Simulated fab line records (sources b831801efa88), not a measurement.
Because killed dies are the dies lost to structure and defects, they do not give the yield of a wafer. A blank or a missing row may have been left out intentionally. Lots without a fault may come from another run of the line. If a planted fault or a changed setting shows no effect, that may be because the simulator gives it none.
Matching of chambers | flow gf180mcu | GF_POLY_GATE_ETCH_13 on rie-si-01: 4 sister chambers
The step etches poly-Si in HBr/Cl2, stops on SiO2, target depth 198.5 nm, time 69.6 s. 14 wafers are shown with their chamber, then 7 later ones without.

## WAFERS, EACH WITH ITS CHAMBER
wafer  | chamber | drypump-motor-current-A (A) | oes-product-au (a.u.) | throttle-valve-pct (%)
L560.2 | 2       | 4.9                         | 1.001                 | 33.699
L560.3 | 3       | 5.4                         | 0.994                 | 33.701
L560.4 | 1       | 6.7                         | 1.002                 | 33.675
L564.2 | 1       | 6.6                         | 0.985                 | 33.689
L564.4 | 3       | 5.4                         | 0.982                 | 33.692
L564.6 | 0       | 6.0                         | 0.979                 | 33.686
L573.1 | 2       | 4.9                         | 0.998                 | 33.691
L573.3 | 1       | 6.7                         | 0.978                 | 33.690
L573.4 | 3       | 5.4                         | 0.989                 | 33.687
L576.4 | 1       | 6.7                         | 0.980                 | 33.687
L576.5 | 2       | 4.9                         | 0.980                 | 33.684
L576.6 | 3       | 5.4                         | 0.992                 | 33.671
L580.1 | 2       | 4.9                         | 0.994                 | 33.682
L580.2 | 0       | 6.0                         | 0.985                 | 33.694

SIGNATURES (averages over the wafers above)
reading                 | chamber 0 | chamber 1 | chamber 2 | chamber 3 | scatter within a chamber
drypump-motor-current-A | 6.000     | 6.675     | 4.900     | 5.400     | 0.0274
oes-product-au          | 0.98200   | 0.98625   | 0.99325   | 0.98925   | 0.00846
throttle-valve-pct      | 33.69000  | 33.68525  | 33.68900  | 33.68775  | 0.00911
Rule: distance of a wafer from a chamber = root of the sum over the readings of ((wafer's reading minus chamber's mean) / reading's scatter) squared. The wafer belongs to the nearest chamber; if the next one is less than 2 further off, it can't be placed. The scatter is the square root of a quotient: the sum, over the shown wafers, of each reading's squared deviation from its chamber's mean, divided by wafers minus chambers.

## WAFERS WHOSE CHAMBER IS MISSING
wafer  | drypump-motor-current-A (A) | oes-product-au (a.u.) | throttle-valve-pct (%)
L580.3 | 6.7                         | 0.984                 | 33.695
L581.1 | 6.0                         | 0.993                 | 33.699
L581.3 | 5.4                         | 0.992                 | 33.681
L581.6 | 4.9                         | 0.986                 | 33.696
L583.3 | 6.1                         | 0.980                 | 33.685
L583.5 | 6.0                         | 0.984                 | 33.691
L583.6 | 6.6                         | 0.968                 | 33.703

## WHICH CHAMBER EACH ONE RAN IN
wafer  | from the rows above | in truth
L580.3 | 1                   | 1
L581.1 | 0                   | 0
L581.3 | 3                   | 3
L581.6 | 2                   | 2
L583.3 | 0                   | 0
L583.5 | 0                   | 0
L583.6 | 1                   | 1
7 of 7 placed correctly. Can't be placed from these rows: 0. Wrongly placed: 0.
